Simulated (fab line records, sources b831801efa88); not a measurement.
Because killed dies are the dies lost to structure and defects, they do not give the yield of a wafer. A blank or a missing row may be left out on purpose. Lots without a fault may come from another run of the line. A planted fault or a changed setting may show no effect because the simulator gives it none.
Matching of chambers    flow sfqLine    SFQ_TRILAYER_I7_CMP_CMP_184 on cmp-02: 4 sister chambers
The step polishes SiO2. 4 wafers are shown with their chamber, then 8 later ones without.

## EACH WAFER AND ITS CHAMBER
wafer   chamber  motorCurrentA (A)
L132.3  1        8.9
L132.4  0        9.3
L132.2  3        10.6
L133.1  2        9.7

## WAFERS WITH NO CHAMBER GIVEN
wafer   motorCurrentA (A)
L133.2  10.3
L133.6  10.8
L134.3  9.2
L134.4  9.6
L134.6  10.1
L146.3  9.7
L146.4  11.9
L146.6  10.8

## WHICH CHAMBER EACH ONE RAN IN
wafer   from the rows above                in truth
L133.2  can't be placed: 3 or 2 or 0       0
L133.6  can't be placed: 3 or 2            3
L134.3  can't be placed: 0 or 1 or 2       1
L134.4  can't be placed: 2 or 0 or 1 or 3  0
L134.6  can't be placed: 2 or 3 or 0 or 1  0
L146.3  can't be placed: 2 or 0 or 1 or 3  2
L146.4  can't be placed: 3 or 2            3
L146.6  can't be placed: 3 or 2            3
Placed correctly: 0 of 8. Cannot be placed on the basis of these rows: 8; the candidates contain the true chamber in 8. Wrongly placed: 0.
How it was worked out, from the rows above alone: a wafer's distance from a chamber is the root of the sum, over the readings, of the square of ((its reading less the chamber's mean) divided by the reading's scatter). The wafer belongs to the nearest chamber; if the next one is less than 2 further off, it can't be placed. A chamber's mean is the mean of its shown wafers. The scatter: root of mean squared gap, hidden wafer to nearest shown wafer, with one shown wafer a chamber.
